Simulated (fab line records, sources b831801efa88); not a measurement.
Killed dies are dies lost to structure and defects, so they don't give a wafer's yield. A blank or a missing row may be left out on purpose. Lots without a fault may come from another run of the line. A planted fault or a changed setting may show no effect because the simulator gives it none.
A struck lot beside a sound one | flow sky130 | 15 steps out of a route of 708
Sound: wafers L425.1, L425.3, L425.4. Struck: wafers L432.1, L432.3, L432.5. The cause comes at the end.
At each step with rows: each side's tool, then ch and its chambers, then its first start. Under that, the readings that differ: sound wafers | struck wafers | difference of the means | sigmas: that difference in standard deviations of wafers without a fault.
alike: readings whose means differ by less than 2 such deviations, and words and numbers that are the same on both sides. not compared: withheld readings, readings that some wafer has no value for, bounds like >300 that may hide the same value, and numbers for which the record gives no deviation and whose values overlap.
The two part at a step that has a row with sigmas, a row that says differs or no value, or rows on one side only. Numbers that don't overlap but have no deviation are shown without sigmas and don't part them. A reading that every wafer of one side lacks parts them only if that side has two wafers or more.

SKY_LDD_HVP_TW_MEAS_10:
  sound on film_metro-02, day 22 15:42; struck on film_metro-03, day 25 09:16
  reading    | sound       | struck      | difference | sigmas
  LDD_HVP_TW | 450 447 446 | 463 464 463 | +16        | +2
then, 7 steps without rows for these wafers: SKY_LDD_LDN_DEHYDRATE_00 (time 60 s); SKY_LDD_LDN_HMDS_01 (prime time 60 s); SKY_LDD_LDN_COAT_02 (resist thk 1140 nm); SKY_LDD_LDN_SOFTBAKE_03 (time 60 s); SKY_LDD_LDN_EXPOSE_04 (exposes mask LDNTM, target cd 700 nm); SKY_LDD_LDN_PEB_05; SKY_LDD_LDN_DEVELOP_06 (develop time 60 s).
SKY_LDD_LDN_OVL_MEAS_07:
  sound on overlay-01, day 23 21:05; struck on overlay-01, day 26 14:28
  alike: LDD_LDN_OVL
then, 3 steps without rows for these wafers: SKY_LDD_LDN_IMPLANT_08; SKY_LDD_LDN_IMPLANT_09; SKY_LDD_LDN_IMPLANT_10.
SKY_LDD_LDN_IMPLANT_11:
  sound on implanter-01 ch 0, day 23 21:35; struck on implanter-04, day 26 14:58
  no value came back on the struck wafers for beam_energy_keV, beam_on_s (s); on the sound wafers beam_energy_keV reads 15.003 15.000 14.996
SKY_LDD_LDN_STRIP_12: strips in O2/N2.
  sound on plasma_asher-02 ch 0,1, day 23 21:44; struck on plasma_asher-02 ch 0,1, day 26 15:07
  alike: chamber_pressure_mTorr, drypump_motor_current_A, oes_product_au, strip_time_to_endpoint_s
  not compared: rf_hours_counter_h
SKY_LDD_LDN_TW_MEAS_13:
  sound on film_metro-01, day 23 21:50; struck on film_metro-03, day 26 15:26
  reading    | sound          | struck         | difference | sigmas
  LDD_LDN_TW | 1472 1459 1463 | 1385 1388 1378 | -81        | -5
  not compared: hold

WHERE THEY PART
First at SKY_LDD_HVP_TW_MEAS_10; last, within this record, at SKY_LDD_LDN_TW_MEAS_13.

WHY: what the simulator had put in
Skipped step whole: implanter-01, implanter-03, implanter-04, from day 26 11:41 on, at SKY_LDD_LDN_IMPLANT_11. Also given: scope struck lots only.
